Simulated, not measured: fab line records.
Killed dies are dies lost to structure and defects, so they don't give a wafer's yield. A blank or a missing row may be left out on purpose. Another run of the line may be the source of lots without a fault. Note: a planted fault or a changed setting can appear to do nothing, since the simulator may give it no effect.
The tool behind it: which one? -- flow gf180mcu -- Sampling: 14 lots, 42 wafers, 4 of 602 route steps

== WHAT EACH GAUGE READ, for each wafer ==
GF_HV_LDD_THK_MEAS_57. Usual: for HV_LDD_CVD_56_THK the level is 90.3 nm and the standard deviation is 0.94.
lot,measured,on,HV_LDD_CVD_56_THK (nm),flag
L949,day 12 14:25,film-metro-04,90.7 89.6 90.1,
L950,day 12 18:40,film-metro-01,89.7 89.7 90.3,
L951,day 13 01:02,film-metro-04,91.4 90.6 90.8,
L952,day 13 09:51,film-metro-04,91.3 91.1 91.7,
L954,day 14 03:26,film-metro-03,91.4 90.8 90.7,
L956,day 14 18:51,film-metro-04,92.1 92.4 92.9,
L963,day 17 06:47,film-metro-03,89.4 89.6 89.4,
L964,day 17 12:16,film-metro-03,87.6 88.1 88.8,
L965,day 18 01:43,film-metro-01,89.4 89.3 90.5,
L966,day 18 04:55,film-metro-01,91.6 90.8 91.7,
L967,day 18 18:14,film-metro-04,90.1 90.3 90.7,
L969,day 19 08:04,film-metro-01,89.2 88.9 88.9,
L971,day 20 01:42,film-metro-04,90.5 90.5 91.1,
L972,day 20 11:04,film-metro-04,90.6 91.6 91.1,

GF_SAB_OVL_MEAS_10. Usual: for SAB_OVL the level is 0.4 nm and the standard deviation is 1.5.
lot,measured,on,SAB_OVL (nm),flag
L949,day 15 05:51,overlay-01,1.2 0.9 0.8,
L950,day 15 08:52,overlay-02,-0.1 1.2 0.7,
L951,day 15 16:55,overlay-02,-1.0 -0.5 -1.9,
L952,day 16 02:39,overlay-02,-2.2 -0.6 -0.1,
L954,day 16 22:44,overlay-01,3.4 3.5 1.1,
L956,day 17 13:46,overlay-02,-1.5 -0.5 -2.0,
L963,day 20 07:38,overlay-02,-0.6 -2.0 1.4,
L964,day 20 14:59,overlay-01,2.7 2.7 4.2,
L965,day 21 02:36,overlay-02,2.0 0.6 2.4,
L966,day 21 05:14,overlay-01,1.9 3.1 3.0,
L967,day 21 20:14,overlay-01,0.4 -0.7 1.8,
L969,day 22 10:07,overlay-01,1.7 -1.4 1.0,
L971,day 23 02:03,overlay-02,0.2 0.8 -2.5,
L972,day 23 11:50,overlay-02,0.4 -0.4 0.6,

GF_CONTACT_BOW_MEAS_05. Usual: for CONTACT_BOW the level is 66 um and the standard deviation is 7.5.
lot,measured,on,CONTACT_BOW (um),flag
L949,day 15 07:17,film-metro-04,67 65 64,
L950,day 15 10:19,film-metro-01,61 68 60,
L951,day 15 18:26,film-metro-03,85 74 67,
L952,day 16 04:07,film-metro-01,65 53 64,
L954,day 17 00:13,film-metro-04,68 61 64,
L956,day 17 15:11,film-metro-03,62 70 80,
L963,day 20 09:07,film-metro-03,65 69 68,
L964,day 20 16:26,film-metro-01,65 62 60,
L965,day 21 04:03,film-metro-01,81 60 67,
L966,day 21 06:40,film-metro-03,66 71 76,
L967,day 21 21:44,film-metro-03,62 75 63,
L969,day 22 11:35,film-metro-04,57 63 59,
L971,day 23 03:29,film-metro-04,61 50 49,
L972,day 23 13:17,film-metro-01,55 60 72,

== EACH LOT AND THE TOOL THAT RAN IT (in order: tool; ch and the chambers of the sampled wafers; start) ==
lot,GF_SALICIDE_RTA_06
L949,"rtp-anneal-02 ch 0, day 15 06:28"
L950,"rtp-anneal-02 ch 0, day 15 09:28"
L951,"rtp-anneal-01 ch 0, day 15 17:31"
L952,"rtp-anneal-02 ch 0, day 16 03:16"
L954,"rtp-anneal-01 ch 0, day 16 23:22"
L956,"rtp-anneal-01 ch 0, day 17 14:22"
L963,"rtp-anneal-01 ch 0, day 20 08:16"
L964,"rtp-anneal-02 ch 0, day 20 15:36"
L965,"rtp-anneal-01 ch 0, day 21 03:13"
L966,"rtp-anneal-01 ch 0, day 21 05:50"
L967,"rtp-anneal-02 ch 0, day 21 20:52"
L969,"rtp-anneal-01 ch 0, day 22 10:45"
L971,"rtp-anneal-01 ch 0, day 23 02:40"
L972,"rtp-anneal-02 ch 0, day 23 12:28"
- GF_SALICIDE_RTA_06: time 30 s.

== WHAT THE TOOLS THEMSELVES READ (means of the sampled wafers that have a number; where no wafer has one, the mark that the record gives instead) ==
GF_SALICIDE_RTA_06. Usual: chamber-o2-ppm 1.996, standard deviation 0.021; lamp-power-pct 6.8 %, standard deviation 0.63; wafer_temp_C_max 532.5, standard deviation 0.58.
lot,tool,chamber-o2-ppm,lamp-power-pct (%),wafer_temp_C_max,flag
L949,rtp-anneal-02,1.985,6.2,532.4,
L950,rtp-anneal-02,1.993,6.2,532.9,
L951,rtp-anneal-01,1.988,7.5,532.2,
L952,rtp-anneal-02,1.987,6.2,532.9,
L954,rtp-anneal-01,1502.000,7.5,532.4,OFF
L956,rtp-anneal-01,1502.000,7.5,532.0,OFF
L963,rtp-anneal-01,2.014,7.5,532.2,
L964,rtp-anneal-02,1.980,6.2,532.7,
L965,rtp-anneal-01,2.005,7.5,532.7,
L966,rtp-anneal-01,2.018,7.5,531.9,
L967,rtp-anneal-02,1.978,6.2,532.5,
L969,rtp-anneal-01,1.996,7.5,531.9,
L971,rtp-anneal-01,2.010,7.5,532.3,
L972,rtp-anneal-02,1.992,6.2,532.9,

== THE ANSWER, worked out from the rows above alone ==
Rule: a lot is off if the mean of its wafers that have a number lies more than 3 standard deviations from the usual mean. A lot without any number at a reading at which 4 lots or more have one is off too. Any other lot the step has rows for is counted as sound. Order of review: gauges by route order, followed by the tools' own readings, for which a lot's mean as printed above is used. The first step at which some lot is off is used, and at that step the reading that is off furthest; a lot without a number counts as furthest.
Off at GF_SALICIDE_RTA_06 (chamber-o2-ppm): L954, L956.
If a tool, at that step or one of the process steps before it, ran each lot that is off and ran no sound lot following the first of them, it fits. None of those tried fits.

== WHAT THE SIMULATOR HAD PUT IN ==
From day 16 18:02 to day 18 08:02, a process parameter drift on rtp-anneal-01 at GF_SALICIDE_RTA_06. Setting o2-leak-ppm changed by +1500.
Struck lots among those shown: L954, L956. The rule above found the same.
